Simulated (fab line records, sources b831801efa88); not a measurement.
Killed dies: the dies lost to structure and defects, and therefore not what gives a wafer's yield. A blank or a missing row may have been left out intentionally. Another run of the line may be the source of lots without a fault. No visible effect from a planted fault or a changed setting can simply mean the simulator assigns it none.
Code-filled problem report in 8D (eight disciplines) form / flow sky130 / the parts of the form that need people (team, actions taken, sign-off) are left out

1. PROBLEM STATEMENT
Mean of killed-at-front-end at SKY_PAD_OPEN_PROBE_99: 418 across 5 wafers in 2 lots; on wafers with no fault it is 15 (standard deviation 3.9). So: +99 or more standard deviations from the usual mean.
Earliest sighting: wafer L292.1 on prober-02 at day 48 14:31. The record has a number at this step for 24 wafers belonging to 9 lots. Rule for "out" (also "out of limits"): further than 4 standard deviations from the usual mean. The other wafers with a number count as sound.

2. WHAT IT IS; WHAT IT IS NOT
question=which readings at this step | is=killed-at-front-end, killed-dies, killed-on-rim | is not=killed_at_M4_up, killed-at-contacts, killed-at-other, killed-open, killed-short
question=which lots | is=L292, L293 | is not=L281, L282, L294, L295, L296, L297, L300
question=which wafers of those lots | is=all that have a number | is not=-
question=read on which tools | is=prober-01, prober-02 | is not=-
question=when | is=from day 48 14:31 | is not=up to then (6 sound wafers); but 13 sound wafers of L294, L295, L296, L297, L300 came after

3. SUSPECTS, AND WHAT RULES EACH OUT
Counting: a tool stays on the suspect list if, at a process step up to the reading, it processed all lots that are out and no sound lot following the first of them.
- plasma-asher-03 at SKY_GATE_OXIDE_STRIP_13 (strips in O2/N2): ruled out as a lasting fault. After its first lot that is out, L292 (day 17 17:13), sound lots L296, L297 ran on it.
Left after counting: nothing in the record.

4. THE CAUSE (what the simulator had put in)
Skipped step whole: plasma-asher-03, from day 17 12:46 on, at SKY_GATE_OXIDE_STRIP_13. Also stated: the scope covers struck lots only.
The count ruled it out by mistake, since the rule takes a fault to strike every lot its tool runs from the start of the fault on, and this one did not do so.

5. THE CHAIN OF EFFECTS, in route order
Each row: a reading whose mean over the struck wafers that have a number lies more than 3 standard deviations from the usual. Only readings whose record carries a usual standard deviation are examined. hours: median over the lots of the time between each lot's start at the first step of this table that gives one and its start at this step. sigmas: the change, counted in usual standard deviations.
hours=0; step=SKY_PAD_OPEN_PROBE_99; reading=killed-at-front-end; usual=15; on struck wafers=418; change=+403; sigmas=+99 or more
hours=0; step=SKY_PAD_OPEN_PROBE_99; reading=killed-dies; usual=86; on struck wafers=492; change=+406; sigmas=+43
hours=0; step=SKY_PAD_OPEN_PROBE_99; reading=killed-on-rim; usual=17; on struck wafers=96; change=+79; sigmas=+23
The process steps in it:
- SKY_PAD_OPEN_PROBE_99
Readings that are blank on the struck wafers while sound wafers have them: chamber-pressure-mTorr at SKY_GATE_OXIDE_STRIP_13; drypump-motor-current-A at SKY_GATE_OXIDE_STRIP_13; oes-product-au at SKY_GATE_OXIDE_STRIP_13; strip-time-to-endpoint-s at SKY_GATE_OXIDE_STRIP_13.

6. HOW IT WOULD HAVE BEEN CAUGHT EARLIER
In this record no reading fell out of limits until day 48 14:31, 746 hours after the fault had begun at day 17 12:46.
At SKY_GATE_OXIDE_STRIP_13 the tool's readings are blank on the struck wafers, where sound wafers have them: an empty tool record is the first sign, and it was there at once.
